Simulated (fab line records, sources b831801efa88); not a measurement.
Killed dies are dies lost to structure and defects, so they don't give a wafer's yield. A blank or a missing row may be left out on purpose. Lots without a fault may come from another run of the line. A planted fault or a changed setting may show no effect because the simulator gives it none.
Which tool did it? | flow gf180mcu | 11 lots, 33 wafers sampled, at 6 steps of a route of 602

WHAT THE GAUGES READ, wafer by wafer
GF_V1_THK_MEAS_01.
lot  | measured     | on            | V1_CVD_00_THK (nm)
L574 | day 17 12:16 | film_metro-04 | 602 602 607
L575 | day 17 21:26 | film_metro-04 | 601 610 602
L576 | day 18 05:35 | film_metro-03 | 604 607 599
L578 | day 19 05:29 | film_metro-04 | 595 600 600
L580 | day 19 23:02 | film_metro-03 | 601 595 599
L586 | day 22 03:01 | film_metro-03 | 600 600 604
L588 | day 22 19:43 | film_metro-04 | 601 604 604
L590 | day 23 07:55 | film_metro-02 | 606 603 600
L591 | day 23 18:04 | film_metro-03 | 596 598 600
L592 | day 24 00:43 | film_metro-04 | 590 601 595
L594 | day 24 18:55 | film_metro-04 | 605 594 595

GF_M2_RS_MEAS_05: measures by four-point-probe.
lot  | measured     | on            | M2_ALCU_RS (ohm/sq)
L574 | day 18 14:49 | film_metro-02 | 0.0690 0.0688 0.0685
L575 | day 19 00:14 | film_metro-01 | 0.0714 0.0706 0.0701
L576 | day 19 07:33 | film_metro-04 | 0.0691 0.0694 0.0689
L578 | day 20 07:19 | film_metro-01 | 0.1080 0.1083 0.1071
L580 | day 21 01:07 | film_metro-04 | 0.1057 0.1042 0.1046
L586 | day 23 03:52 | film_metro-02 | 0.0682 0.0690 0.0691
L588 | day 23 20:38 | film_metro-01 | 0.0693 0.0691 0.0690
L590 | day 24 08:35 | film_metro-01 | 0.0706 0.0710 0.0708
L591 | day 24 19:23 | film_metro-04 | 0.0697 0.0690 0.0690
L592 | day 25 00:37 | film_metro-02 | 0.0693 0.0681 0.0695
L594 | day 25 18:08 | film_metro-02 | 0.0693 0.0688 0.0694

GF_M2_THK_MEAS_06: measures by xrf.
lot  | measured     | on            | M2_ALCU_THK (nm)
L574 | day 18 14:56 | film_metro-02 | 441 442 444
L575 | day 19 00:22 | film_metro-01 | 430 434 437
L576 | day 19 07:40 | film_metro-04 | 443 441 443
L578 | day 20 07:25 | film_metro-01 | 286 284 288
L580 | day 21 01:13 | film_metro-04 | 288 293 292
L586 | day 23 03:59 | film_metro-02 | 445 439 441
L588 | day 23 20:45 | film_metro-01 | 445 443 447
L590 | day 24 08:43 | film_metro-01 | 433 430 435
L591 | day 24 19:31 | film_metro-04 | 437 443 444
L592 | day 25 00:43 | film_metro-02 | 439 447 438
L594 | day 25 18:15 | film_metro-02 | 441 441 441

WHICH TOOL RAN EACH LOT (tool, then ch and the chambers of the sampled wafers, then the start)
lot  | GF_V1_CVD_23                  | GF_M2_SPUTTER_02             | GF_M2_SPUTTER_03
L574 | cvd_w-01 ch 0,1, day 18 14:00 | pvd_sputter-01, day 18 14:43 | pvd_sputter-01, day 18 14:45
L575 | cvd_w-01 ch 0, day 18 23:19   | pvd_sputter-03, day 19 00:09 | pvd_sputter-03, day 19 00:11
L576 | cvd_w-02 ch 0, day 19 06:43   | pvd_sputter-03, day 19 07:26 | pvd_sputter-03, day 19 07:28
L578 | cvd_w-02 ch 0,1, day 20 06:30 | pvd_sputter-03, day 20 07:11 | pvd_sputter-03, day 20 07:13
L580 | cvd_w-02 ch 0,1, day 21 00:18 | pvd_sputter-03, day 21 00:59 | pvd_sputter-03, day 21 01:01
L586 | cvd_w-01 ch 0,1, day 23 03:03 | pvd_sputter-03, day 23 03:46 | pvd_sputter-03, day 23 03:48
L588 | cvd_w-02 ch 0,1, day 23 19:49 | pvd_sputter-03, day 23 20:32 | pvd_sputter-03, day 23 20:34
L590 | cvd_w-02 ch 0,1, day 24 07:47 | pvd_sputter-02, day 24 08:30 | pvd_sputter-02, day 24 08:32
L591 | cvd_w-02 ch 0, day 24 18:30   | pvd_sputter-03, day 24 19:18 | pvd_sputter-03, day 24 19:20
L592 | cvd_w-02 ch 0,1, day 24 23:48 | pvd_sputter-01, day 25 00:29 | pvd_sputter-01, day 25 00:31
L594 | cvd_w-01 ch 0,1, day 25 17:19 | pvd_sputter-02, day 25 18:02 | pvd_sputter-02, day 25 18:04
- GF_V1_CVD_23: deposits W, target thk 350 nm, time 105.05 s.
- GF_M2_SPUTTER_02: material AlCu, target thk 450 nm, time 23.9 s.
- GF_M2_SPUTTER_03: material Ti, target thk 10 nm, time 6.7 s.

WHAT THE TOOLS THEMSELVES READ (means of the sampled wafers that have a number; where no wafer has one, the mark that the record gives instead)
GF_V1_CVD_23.
lot  | tool     | heater_power_w (W) | susceptor_temp_C (C)
L574 | cvd_w-01 | 837                | 399.75
L575 | cvd_w-01 | 826                | 399.84
L576 | cvd_w-02 | 1000               | 400.08
L578 | cvd_w-02 | 933                | 399.90
L580 | cvd_w-02 | 947                | 400.08
L586 | cvd_w-01 | 849                | 399.99
L588 | cvd_w-02 | 960                | 400.28
L590 | cvd_w-02 | 907                | 399.92
L591 | cvd_w-02 | 993                | 399.92
L592 | cvd_w-02 | 945                | 400.06
L594 | cvd_w-01 | 854                | 399.98

GF_M2_SPUTTER_02.
lot  | tool           | throttle_valve_pct (%)
L574 | pvd_sputter-01 | 29.9
L575 | pvd_sputter-03 | 30.3
L576 | pvd_sputter-03 | 30.4
L578 | pvd_sputter-03 | 30.3
L580 | pvd_sputter-03 | 30.8
L586 | pvd_sputter-03 | 30.3
L588 | pvd_sputter-03 | 30.0
L590 | pvd_sputter-02 | 30.3
L591 | pvd_sputter-03 | 31.1
L592 | pvd_sputter-01 | 29.4
L594 | pvd_sputter-02 | 30.6

GF_M2_SPUTTER_03.
lot  | tool           | throttle_valve_pct (%)
L574 | pvd_sputter-01 | 29.7
L575 | pvd_sputter-03 | 30.3
L576 | pvd_sputter-03 | 30.3
L578 | pvd_sputter-03 | 30.5
L580 | pvd_sputter-03 | 30.9
L586 | pvd_sputter-03 | 30.4
L588 | pvd_sputter-03 | 30.0
L590 | pvd_sputter-02 | 30.4
L591 | pvd_sputter-03 | 31.1
L592 | pvd_sputter-01 | 29.6
L594 | pvd_sputter-02 | 30.5

THE ANSWER, worked out from the rows above alone
Rule: what is usual is taken from the lots themselves. Put in order of their means at a reading, lots are off if they are a third of the lots or fewer, leave a main group of 4 or more, and stand apart from it by a gap of 3 or more times the standard deviation of the main group's means; of several such gaps the widest counts. A main group whose means are all the same, to the digits that the tables above print for the reading, isn't used. A lot without any number at a reading at which 4 lots or more have one is off too. The other lots that the step has rows for count as sound. The gauges are gone through in route order, then the tools' own readings, and for those a lot's mean is taken as printed above. The first step at which some lot is off is used, and at that step the reading that is off furthest; a lot without a number counts as furthest.
Off: L578, L580, at GF_M2_RS_MEAS_05 (M2_ALCU_RS). The main group: mean 0.0694 ohm/sq, standard deviation 0.00074.
A tool fits if, at a process step before that reading, it ran every lot that is off, and no sound lot after the first of them. The gauges at GF_M2_RS_MEAS_05 are tried like those tools. None of those tried fits.

WHAT THE SIMULATOR HAD PUT IN
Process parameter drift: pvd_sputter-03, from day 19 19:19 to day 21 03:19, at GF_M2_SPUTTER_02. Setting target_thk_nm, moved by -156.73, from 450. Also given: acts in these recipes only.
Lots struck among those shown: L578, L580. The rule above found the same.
